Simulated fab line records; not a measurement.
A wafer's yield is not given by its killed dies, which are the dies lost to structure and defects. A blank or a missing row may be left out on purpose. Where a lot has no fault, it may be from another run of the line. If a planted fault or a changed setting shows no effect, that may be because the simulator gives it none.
What tool caused it? / flow gf180mcu / Sampling: 13 lots, 39 wafers, 5 of 602 route steps

== WHAT EACH GAUGE READ, for each wafer ==
GF_VT_IMPLANT_OVL_MEAS_18.
lot=L523; measured=day 6 06:04; on=overlay-02; VT_IMPLANT_01_OVL (nm)=0.7 1.8 1.4
lot=L524; measured=day 6 11:53; on=overlay-01; VT_IMPLANT_01_OVL (nm)=-2.1 -1.1 -2.1
lot=L525; measured=day 6 18:43; on=overlay-02; VT_IMPLANT_01_OVL (nm)=-0.1 -0.9 0.3
lot=L530; measured=day 8 02:31; on=overlay-02; VT_IMPLANT_01_OVL (nm)=0.2 -0.2 1.6
lot=L538; measured=day 10 05:31; on=overlay-01; VT_IMPLANT_01_OVL (nm)=0.3 0.3 -0.7
lot=L539; measured=day 10 12:07; on=overlay-02; VT_IMPLANT_01_OVL (nm)=0.4 2.4 0.5
lot=L540; measured=day 10 19:16; on=overlay-01; VT_IMPLANT_01_OVL (nm)=0.4 -0.8 0.1
lot=L541; measured=day 11 01:49; on=overlay-02; VT_IMPLANT_01_OVL (nm)=-0.9 0.4 0.1
lot=L542; measured=day 11 05:46; on=overlay-02; VT_IMPLANT_01_OVL (nm)=3.5 1.9 2.0
lot=L543; measured=day 11 13:49; on=overlay-01; VT_IMPLANT_01_OVL (nm)=2.4 2.4 4.2
lot=L544; measured=day 11 21:11; on=overlay-02; VT_IMPLANT_01_OVL (nm)=-0.7 -0.3 -1.3
lot=L545; measured=day 12 00:37; on=overlay-01; VT_IMPLANT_01_OVL (nm)=0.2 -1.3 -0.3
lot=L546; measured=day 12 13:04; on=overlay-01; VT_IMPLANT_01_OVL (nm)=0.1 -1.7 -1.8

GF_NSD_OVL_MEAS_08.
lot=L523; measured=day 13 03:02; on=overlay-01; NSD_OVL (nm)=-2.2 -1.3 0.0
lot=L524; measured=day 13 12:17; on=overlay-02; NSD_OVL (nm)=-1.4 -1.3 -3.7
lot=L525; measured=day 13 22:14; on=overlay-01; NSD_OVL (nm)=1.9 1.0 0.0
lot=L530; measured=day 15 17:20; on=overlay-02; NSD_OVL (nm)=-0.8 1.2 -0.7
lot=L538; measured=day 18 16:59; on=overlay-02; NSD_OVL (nm)=-0.8 -1.1 -2.6
lot=L539; measured=day 19 00:44; on=overlay-01; NSD_OVL (nm)=0.5 3.3 0.7
lot=L540; measured=day 19 13:59; on=overlay-01; NSD_OVL (nm)=3.2 1.0 2.8
lot=L541; measured=day 19 19:05; on=overlay-02; NSD_OVL (nm)=-1.5 -0.2 -0.4
lot=L542; measured=day 19 23:32; on=overlay-02; NSD_OVL (nm)=-0.2 0.7 0.4
lot=L543; measured=day 20 08:26; on=overlay-02; NSD_OVL (nm)=-0.3 0.3 -2.7
lot=L544; measured=day 20 17:15; on=overlay-01; NSD_OVL (nm)=1.5 1.2 0.2
lot=L545; measured=day 21 02:08; on=overlay-01; NSD_OVL (nm)=0.3 -0.7 1.1
lot=L546; measured=day 21 11:35; on=overlay-01; NSD_OVL (nm)=1.8 1.4 2.2

GF_SAB_THK_MEAS_01.
lot=L523; measured=day 14 00:08; on=filmMetro-01; SAB_CVD_00_THK (nm)=50.1 49.5 49.9
lot=L524; measured=day 14 10:01; on=filmMetro-03; SAB_CVD_00_THK (nm)=49.7 50.1 50.6
lot=L525; measured=day 14 19:31; on=filmMetro-03; SAB_CVD_00_THK (nm)=49.8 49.7 50.8
lot=L530; measured=day 16 16:29; on=filmMetro-01; SAB_CVD_00_THK (nm)=49.3 88.8 50.7
lot=L538; measured=day 19 18:00; on=filmMetro-03; SAB_CVD_00_THK (nm)=49.3 49.1 50.2
lot=L539; measured=day 20 01:49; on=filmMetro-02; SAB_CVD_00_THK (nm)=50.7 49.6 50.5
lot=L540; measured=day 20 15:26; on=filmMetro-01; SAB_CVD_00_THK (nm)=50.7 50.8 50.5
lot=L541; measured=day 20 20:40; on=filmMetro-02; SAB_CVD_00_THK (nm)=50.3 50.5 51.5
lot=L542; measured=day 21 00:52; on=filmMetro-01; SAB_CVD_00_THK (nm)=49.9 50.1 50.7
lot=L543; measured=day 21 09:53; on=filmMetro-02; SAB_CVD_00_THK (nm)=49.8 50.1 51.1
lot=L544; measured=day 21 18:32; on=filmMetro-02; SAB_CVD_00_THK (nm)=50.2 50.6 49.9
lot=L545; measured=day 22 02:31; on=filmMetro-02; SAB_CVD_00_THK (nm)=50.1 49.1 51.1
lot=L546; measured=day 22 12:13; on=filmMetro-03; SAB_CVD_00_THK (nm)=48.9 49.8 50.0

== WHAT TOOL EACH LOT RAN ON (gives the tool, then ch and the chambers of the sampled wafers, and finally the start) ==
lot=L523; GF_VT_IMPLANT_STRIP_09=plasmaAsher-01 ch 0,1, day 5 15:48; GF_SAB_CVD_00=pecvd-03 ch 1,2, day 14 00:07
lot=L524; GF_VT_IMPLANT_STRIP_09=plasmaAsher-04 ch 0,1, day 5 21:07; GF_SAB_CVD_00=pecvd-02 ch 1,2, day 14 09:59
lot=L525; GF_VT_IMPLANT_STRIP_09=plasmaAsher-04 ch 0,1, day 6 03:54; GF_SAB_CVD_00=pecvd-04 ch 0,1, day 14 19:29
lot=L530; GF_VT_IMPLANT_STRIP_09=plasmaAsher-04 ch 0,1, day 7 10:36; GF_SAB_CVD_00=pecvd-04 ch 1,2, day 16 16:28
lot=L538; GF_VT_IMPLANT_STRIP_09=plasmaAsher-02 ch 0,1, day 9 12:00; GF_SAB_CVD_00=pecvd-03 ch 1,2, day 19 17:58
lot=L539; GF_VT_IMPLANT_STRIP_09=plasmaAsher-01 ch 0,1, day 9 18:36; GF_SAB_CVD_00=pecvd-03 ch 0,1,2, day 20 01:48
lot=L540; GF_VT_IMPLANT_STRIP_09=plasmaAsher-04 ch 0,1, day 10 01:15; GF_SAB_CVD_00=pecvd-03 ch 1,2, day 20 15:24
lot=L541; GF_VT_IMPLANT_STRIP_09=plasmaAsher-04 ch 0,1, day 10 07:54; GF_SAB_CVD_00=pecvd-04 ch 1,2, day 20 20:39
lot=L542; GF_VT_IMPLANT_STRIP_09=plasmaAsher-04 ch 0,1, day 10 11:45; GF_SAB_CVD_00=pecvd-03 ch 0,1, day 21 00:50
lot=L543; GF_VT_IMPLANT_STRIP_09=plasmaAsher-04 ch 1, day 10 19:27; GF_SAB_CVD_00=pecvd-04 ch 0,1, day 21 09:51
lot=L544; GF_VT_IMPLANT_STRIP_09=plasmaAsher-02 ch 0,1, day 11 02:05; GF_SAB_CVD_00=pecvd-02 ch 0,1,2, day 21 18:30
lot=L545; GF_VT_IMPLANT_STRIP_09=plasmaAsher-01 ch 0,1, day 11 06:03; GF_SAB_CVD_00=pecvd-03 ch 1,2, day 22 02:29
lot=L546; GF_VT_IMPLANT_STRIP_09=plasmaAsher-01 ch 0,1, day 11 17:57; GF_SAB_CVD_00=pecvd-04 ch 0,1, day 22 12:12
- GF_VT_IMPLANT_STRIP_09: strips in O2/N2.
- GF_SAB_CVD_00: deposits SiO2 from TEOS, target thk 50 nm, time 4.9302 s.

== WHAT THE TOOLS THEMSELVES READ (means of the sampled wafers that have a number; where no wafer has one, the mark that the record gives instead) ==
GF_VT_IMPLANT_STRIP_09.
lot=L523; tool=plasmaAsher-01; drypumpMotorCurrentA (A)=5.7; heaterPowerW (W)=282; oesProductAu (a.u.)=0.720; stripTimeToEndpointS (s)=12.65
lot=L524; tool=plasmaAsher-04; drypumpMotorCurrentA (A)=6.0; heaterPowerW (W)=348; oesProductAu (a.u.)=0.717; stripTimeToEndpointS (s)=12.66
lot=L525; tool=plasmaAsher-04; drypumpMotorCurrentA (A)=6.0; heaterPowerW (W)=347; oesProductAu (a.u.)=0.712; stripTimeToEndpointS (s)=12.67
lot=L530; tool=plasmaAsher-04; drypumpMotorCurrentA (A)=6.0; heaterPowerW (W)=344; oesProductAu (a.u.)=0.716; stripTimeToEndpointS (s)=12.62
lot=L538; tool=plasmaAsher-02; drypumpMotorCurrentA (A)=5.7; heaterPowerW (W)=317; oesProductAu (a.u.)=0.713; stripTimeToEndpointS (s)=12.59
lot=L539; tool=plasmaAsher-01; drypumpMotorCurrentA (A)=5.7; heaterPowerW (W)=283; oesProductAu (a.u.)=0.716; stripTimeToEndpointS (s)=12.63
lot=L540; tool=plasmaAsher-04; drypumpMotorCurrentA (A)=6.0; heaterPowerW (W)=347; oesProductAu (a.u.)=0.712; stripTimeToEndpointS (s)=12.62
lot=L541; tool=plasmaAsher-04; drypumpMotorCurrentA (A)=5.6; heaterPowerW (W)=357; oesProductAu (a.u.)=0.716; stripTimeToEndpointS (s)=12.63
lot=L542; tool=plasmaAsher-04; drypumpMotorCurrentA (A)=5.6; heaterPowerW (W)=352; oesProductAu (a.u.)=0.717; stripTimeToEndpointS (s)=12.70
lot=L543; tool=plasmaAsher-04; drypumpMotorCurrentA (A)=6.3; heaterPowerW (W)=341; oesProductAu (a.u.)=0.717; stripTimeToEndpointS (s)=12.62
lot=L544; tool=plasmaAsher-02; drypumpMotorCurrentA (A)=5.6; heaterPowerW (W)=316; oesProductAu (a.u.)=0.717; stripTimeToEndpointS (s)=12.61
lot=L545; tool=plasmaAsher-01; drypumpMotorCurrentA (A)=6.1; heaterPowerW (W)=286; oesProductAu (a.u.)=0.718; stripTimeToEndpointS (s)=12.63
lot=L546; tool=plasmaAsher-01; drypumpMotorCurrentA (A)=5.7; heaterPowerW (W)=279; oesProductAu (a.u.)=0.714; stripTimeToEndpointS (s)=12.62

GF_SAB_CVD_00.
lot=L523; tool=pecvd-03; heaterPowerW (W)=631; susceptorTempC (C)=399.81
lot=L524; tool=pecvd-02; heaterPowerW (W)=697; susceptorTempC (C)=400.09
lot=L525; tool=pecvd-04; heaterPowerW (W)=626; susceptorTempC (C)=400.01
lot=L530; tool=pecvd-04; heaterPowerW (W)=741; susceptorTempC (C)=399.97
lot=L538; tool=pecvd-03; heaterPowerW (W)=702; susceptorTempC (C)=399.86
lot=L539; tool=pecvd-03; heaterPowerW (W)=584; susceptorTempC (C)=400.14
lot=L540; tool=pecvd-03; heaterPowerW (W)=735; susceptorTempC (C)=400.09
lot=L541; tool=pecvd-04; heaterPowerW (W)=693; susceptorTempC (C)=399.85
lot=L542; tool=pecvd-03; heaterPowerW (W)=583; susceptorTempC (C)=399.98
lot=L543; tool=pecvd-04; heaterPowerW (W)=697; susceptorTempC (C)=400.11
lot=L544; tool=pecvd-02; heaterPowerW (W)=727; susceptorTempC (C)=399.82
lot=L545; tool=pecvd-03; heaterPowerW (W)=648; susceptorTempC (C)=400.08
lot=L546; tool=pecvd-04; heaterPowerW (W)=646; susceptorTempC (C)=399.73

== THE ANSWER, worked out from the rows above alone ==
Rule: what is usual is taken from the lots themselves. The widest of any qualifying gaps counts: lots, ordered by their means at a reading, are off when they make up no more than a third of the lots, leave a main group of 4 or more, and stand apart from it by 3 or more times the standard deviation of that group's means. A main group whose means are all the same, to the digits that the tables above print for the reading, isn't used. A lot without any number at a reading at which 4 lots or more have one is off too. Any other lot the step has rows for is counted as sound. After the gauges, taken in route order, come the tools' own readings; for these a lot's mean is taken, as printed above. The first step at which some lot is off is used, and at that step the reading that is off furthest; a lot without a number counts as furthest.
Off: L530, at GF_SAB_THK_MEAS_01 (SAB_CVD_00_THK). The main group has a mean of 50.1 nm with a standard deviation of 0.36.
A tool fits if, at a process step before that reading, it ran every lot that is off, and no sound lot after the first of them. Those tools and the gauges at GF_SAB_THK_MEAS_01 are tried in the same way. Of those tried, none fits.

== WHAT THE SIMULATOR HAD INSERTED ==
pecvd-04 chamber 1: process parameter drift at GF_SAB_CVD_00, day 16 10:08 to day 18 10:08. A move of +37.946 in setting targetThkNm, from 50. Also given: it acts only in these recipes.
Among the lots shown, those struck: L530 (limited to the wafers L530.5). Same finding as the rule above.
